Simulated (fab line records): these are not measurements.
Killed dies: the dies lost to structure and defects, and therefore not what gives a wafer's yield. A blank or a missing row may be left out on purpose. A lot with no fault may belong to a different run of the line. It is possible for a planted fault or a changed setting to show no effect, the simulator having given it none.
Tool commonality check :: flow gf180mcu :: Sampled: 12 lots, 36 wafers

## REASON IT WAS OPENED
2 of 12 lots carry a flag on the reading V4_CVD_00_THK at GF_V4_THK_MEAS_01. Fault-free wafers read 598 nm, with a standard deviation of 5.6.
Rule: flag the lot when none of its wafers has a number, or when each of its wafers that has one lies beyond 4 standard deviations from that mean. As for the other lots, they are considered sound.

lot: L195
measured: day 23 20:02
on: film metro-02
V4_CVD_00_THK (nm), wafer by wafer: 595 587 592
flag: 

lot: L196
measured: day 24 04:37
on: film metro-01
V4_CVD_00_THK (nm), wafer by wafer: 593 588 583
flag: 

lot: L197
measured: day 24 18:19
on: film metro-02
V4_CVD_00_THK (nm), wafer by wafer: 597 594 607
flag: 

lot: L198
measured: day 25 04:40
on: film metro-04
V4_CVD_00_THK (nm), wafer by wafer: 481 473 466
flag: FLAGGED

lot: L199
measured: day 25 07:10
on: film metro-01
V4_CVD_00_THK (nm), wafer by wafer: 475 479 472
flag: FLAGGED

lot: L208
measured: day 28 05:17
on: film metro-01
V4_CVD_00_THK (nm), wafer by wafer: 594 595 601
flag: 

lot: L209
measured: day 28 08:31
on: film metro-02
V4_CVD_00_THK (nm), wafer by wafer: 606 598 601
flag: 

lot: L210
measured: day 28 19:32
on: film metro-04
V4_CVD_00_THK (nm), wafer by wafer: 596 592 594
flag: 

lot: L211
measured: day 28 22:08
on: film metro-01
V4_CVD_00_THK (nm), wafer by wafer: 601 596 595
flag: 

lot: L213
measured: day 29 18:43
on: film metro-04
V4_CVD_00_THK (nm), wafer by wafer: 603 606 590
flag: 

lot: L214
measured: day 29 22:53
on: film metro-01
V4_CVD_00_THK (nm), wafer by wafer: 601 607 595
flag: 

lot: L215
measured: day 30 00:26
on: film metro-04
V4_CVD_00_THK (nm), wafer by wafer: 603 596 598
flag: 
On average the flagged lots' numbers are 474 nm, which is -124 nm against the usual, or -22 standard deviations.

## LOT BY LOT: THE TOOL USED
Before the reading, the record contains 3 process steps out of a 602-step route. Cell contents, in order: the tool; ch with the chambers the sampled wafers went through; the start.
lot: L195
flag: 
GF_V3_CMP_04: cmp-01 ch 0,1,3, day 21 18:19
GF_V3_SPUTTER_22: pvd sputter-03, day 22 19:28
GF_V4_CVD_00: hdpcvd-02 ch 0,2, day 23 19:57

lot: L196
flag: 
GF_V3_CMP_04: cmp-01 ch 1,2, day 22 04:14
GF_V3_SPUTTER_22: pvd sputter-04, day 23 04:25
GF_V4_CVD_00: hdpcvd-01 ch 0,2, day 24 04:30

lot: L197
flag: 
GF_V3_CMP_04: cmp-01 ch 1,2,3, day 22 18:40
GF_V3_SPUTTER_22: pvd sputter-03, day 23 18:32
GF_V4_CVD_00: hdpcvd-02 ch 0,2, day 24 18:14

lot: L198
flag: FLAGGED
GF_V3_CMP_04: cmp-01 ch 0,1,2, day 23 05:19
GF_V3_SPUTTER_22: pvd sputter-01, day 24 04:41
GF_V4_CVD_00: hdpcvd-02 ch 0,1, day 25 04:36

lot: L199
flag: FLAGGED
GF_V3_CMP_04: cmp-01 ch 0,1,2, day 23 08:07
GF_V3_SPUTTER_22: pvd sputter-03, day 24 07:33
GF_V4_CVD_00: hdpcvd-02 ch 0,2, day 25 07:05

lot: L208
flag: 
GF_V3_CMP_04: cmp-02 ch 1,2,3, day 26 10:12
GF_V3_SPUTTER_22: pvd sputter-03, day 27 07:52
GF_V4_CVD_00: hdpcvd-01 ch 0,1,2, day 28 05:14

lot: L209
flag: 
GF_V3_CMP_04: cmp-01 ch 0,1,2, day 26 13:52
GF_V3_SPUTTER_22: pvd sputter-04, day 27 10:29
GF_V4_CVD_00: hdpcvd-02 ch 0,1, day 28 08:25

lot: L210
flag: 
GF_V3_CMP_04: cmp-01 ch 1,2,3, day 27 00:59
GF_V3_SPUTTER_22: pvd sputter-03, day 27 22:16
GF_V4_CVD_00: hdpcvd-02 ch 0,1,2, day 28 19:28

lot: L211
flag: 
GF_V3_CMP_04: cmp-02 ch 0,1, day 27 04:55
GF_V3_SPUTTER_22: pvd sputter-03, day 28 01:32
GF_V4_CVD_00: hdpcvd-02 ch 0,1,2, day 28 22:03

lot: L213
flag: 
GF_V3_CMP_04: cmp-01 ch 1,2,3, day 28 02:04
GF_V3_SPUTTER_22: pvd sputter-01, day 28 21:47
GF_V4_CVD_00: hdpcvd-02 ch 0,1, day 29 18:38

lot: L214
flag: 
GF_V3_CMP_04: cmp-01 ch 0,2, day 28 04:32
GF_V3_SPUTTER_22: pvd sputter-01, day 29 01:15
GF_V4_CVD_00: hdpcvd-02 ch 0,1,2, day 29 22:49

lot: L215
flag: 
GF_V3_CMP_04: cmp-01 ch 2,3, day 28 06:44
GF_V3_SPUTTER_22: pvd sputter-01, day 29 03:09
GF_V4_CVD_00: hdpcvd-01 ch 0,1,2, day 30 00:20
What these steps do:
- GF_V3_CMP_04: polishes SiO2.
- GF_V3_SPUTTER_22: material TiN, target thk 10 nm, time 40 s.
- GF_V4_CVD_00: deposits SiO2, target thk 600 nm, time 100 s.
- GF_V4_THK_MEAS_01

## FLAGGED AGAINST TOTAL, ONE TOOL AT A TIME (gauges that did the reading follow at the end)
step: GF_V3_CMP_04
tool: cmp-01
lots run: 10
flagged: 2
share of the flagged lots: all
sound lots run after its first flagged lot: 5 (L209,L210,L213,L214,L215)

step: GF_V3_CMP_04
tool: cmp-02
lots run: 2
flagged: 0
share of the flagged lots: none
sound lots run after its first flagged lot: -

step: GF_V3_SPUTTER_22
tool: pvd sputter-01
lots run: 4
flagged: 1
share of the flagged lots: some
sound lots run after its first flagged lot: 3 (L213,L214,L215)

step: GF_V3_SPUTTER_22
tool: pvd sputter-03
lots run: 6
flagged: 1
share of the flagged lots: some
sound lots run after its first flagged lot: 3 (L208,L210,L211)

step: GF_V3_SPUTTER_22
tool: pvd sputter-04
lots run: 2
flagged: 0
share of the flagged lots: none
sound lots run after its first flagged lot: -

step: GF_V4_CVD_00
tool: hdpcvd-01
lots run: 3
flagged: 0
share of the flagged lots: none
sound lots run after its first flagged lot: -

step: GF_V4_CVD_00
tool: hdpcvd-02
lots run: 9
flagged: 2
share of the flagged lots: all
sound lots run after its first flagged lot: 5 (L209,L210,L211,L213,L214)

step: GF_V4_THK_MEAS_01
tool: film metro-01
lots run: 5
flagged: 1
share of the flagged lots: some
sound lots run after its first flagged lot: 3 (L208,L211,L214)

step: GF_V4_THK_MEAS_01
tool: film metro-02
lots run: 3
flagged: 0
share of the flagged lots: none
sound lots run after its first flagged lot: -

step: GF_V4_THK_MEAS_01
tool: film metro-04
lots run: 4
flagged: 1
share of the flagged lots: some
sound lots run after its first flagged lot: 3 (L210,L213,L215)

## WHAT IS ALLOWED BY THE TABLE
In 2 table rows, all flagged lots were run: cmp-01 (GF_V3_CMP_04), hdpcvd-02 (GF_V4_CVD_00).
- cmp-01 at GF_V3_CMP_04: 2 of its 10 lots flagged. Sound lots ran on it after the first flagged one (L209, L210, L213, L214, L215), which a lasting fault on the whole tool wouldn't allow.
- hdpcvd-02 at GF_V4_CVD_00: 2 of its 9 lots flagged. Sound lots ran on it after the first flagged one (L209, L210, L211, L213, L214), which a lasting fault on the whole tool wouldn't allow. Its own readings lie more than 4 standard deviations out on every wafer of the flagged lots: sih4 flow sccm.
Every row of the table either missed a flagged lot or ran a sound lot after the first.

## WHAT THE SIMULATOR PUT IN
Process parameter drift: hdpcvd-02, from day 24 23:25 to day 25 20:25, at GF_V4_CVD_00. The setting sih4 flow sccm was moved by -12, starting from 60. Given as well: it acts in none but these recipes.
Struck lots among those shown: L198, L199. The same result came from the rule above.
